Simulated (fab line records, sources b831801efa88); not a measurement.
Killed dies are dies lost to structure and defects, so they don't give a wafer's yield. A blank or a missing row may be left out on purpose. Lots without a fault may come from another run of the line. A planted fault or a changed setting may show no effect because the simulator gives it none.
Tool commonality check | flow gf180mcu | 13 lots, 39 wafers sampled

WHY IT WAS OPENED
At GF_MVSD_TW_MEAS_11 the reading MVSD_TW is flagged on 2 of 13 lots. Wafers without a fault read 1567, standard deviation 8.
Rule: a lot is flagged when every wafer of it that has a number lies more than 4 standard deviations from that mean, or none has a number. The other lots count as sound.

lot  | measured    | on            | MVSD_TW, wafer by wafer | flag
L692 | day 4 10:26 | film_metro-01 | 1562 1561 1554          |
L693 | day 4 15:43 | film_metro-02 | 1560 1558 1567          |
L694 | day 4 21:43 | film_metro-01 | 1560 1559 1560          |
L696 | day 5 09:04 | film_metro-02 | 1560 1564 1570          |
L697 | day 5 16:34 | film_metro-01 | 1561 1566 1559          |
L700 | day 6 08:40 | film_metro-04 | 1578 1585 1576          |
L701 | day 6 15:34 | film_metro-04 | 1579 1578 1574          |
L703 | day 7 01:17 | film_metro-04 | 1579 1572 1577          |
L707 | day 8 05:15 | film_metro-04 | 1576 1570 1581          |
L708 | day 8 11:31 | film_metro-02 | 1563 1559 1558          |
L709 | day 8 17:46 | film_metro-02 | 1732 1738 1732          | FLAGGED
L710 | day 8 22:39 | film_metro-01 | 1570 1566 1570          |
L711 | day 8 23:37 | film_metro-04 | 1752 1759 1754          | FLAGGED
The numbers of the flagged lots are 1744 on average: +178 against the usual, or +22 standard deviations.

WHICH TOOL RAN EACH LOT
The record holds 1 process step before the reading, out of a route of 602 steps. In each cell: the tool, then ch and the chambers that the sampled wafers went through, then the start.
lot  | flag    | GF_MVSD_IMPLANT_08
L692 |         | implanter-01 ch 0, day 4 10:04
L693 |         | implanter-01 ch 0, day 4 15:19
L694 |         | implanter-02 ch 0, day 4 21:19
L696 |         | implanter-01 ch 0, day 5 08:40
L697 |         | implanter-01 ch 0, day 5 16:10
L700 |         | implanter-02 ch 0, day 6 08:16
L701 |         | implanter-02 ch 0, day 6 15:11
L703 |         | implanter-02 ch 0, day 7 00:53
L707 |         | implanter-01 ch 0, day 8 04:52
L708 |         | implanter-04 ch 0, day 8 11:10
L709 | FLAGGED | implanter-02 ch 0, day 8 17:22
L710 |         | implanter-04 ch 0, day 8 22:16
L711 | FLAGGED | implanter-02 ch 0, day 8 23:16
What these steps do:
- GF_MVSD_IMPLANT_08
- GF_MVSD_TW_MEAS_11

FLAGGED OVER TOTAL, TOOL BY TOOL (the gauges that took the reading come last)
step               | tool          | lots run | flagged | share of the flagged lots | sound lots run after its first flagged lot
GF_MVSD_IMPLANT_08 | implanter-01  | 5        | 0       | none                      | -
GF_MVSD_IMPLANT_08 | implanter-02  | 6        | 2       | all                       | 0
GF_MVSD_IMPLANT_08 | implanter-04  | 2        | 0       | none                      | -
GF_MVSD_TW_MEAS_11 | film_metro-01 | 4        | 0       | none                      | -
GF_MVSD_TW_MEAS_11 | film_metro-02 | 4        | 1       | some                      | 0
GF_MVSD_TW_MEAS_11 | film_metro-04 | 5        | 1       | some                      | 0

WHAT THE TABLE ALLOWS
1 row of the table ran every flagged lot: implanter-02 at GF_MVSD_IMPLANT_08.
- implanter-02 at GF_MVSD_IMPLANT_08: 2 of its 6 lots flagged. Its last sound lot is L703 (day 7 00:53), its first flagged lot L709 (day 8 17:22): a fault that began between those two fits. Its own readings lie more than 4 standard deviations out on every wafer of the flagged lots: tilt_deg.
One tool is left: implanter-02 at GF_MVSD_IMPLANT_08.

WHAT THE SIMULATOR HAD PUT IN
Process parameter drift: implanter-02, from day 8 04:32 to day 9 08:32, at GF_MVSD_IMPLANT_08. Setting tilt_deg, moved by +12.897, from 0. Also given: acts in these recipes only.
Lots struck among those shown: L709, L711. The rule above found the same.
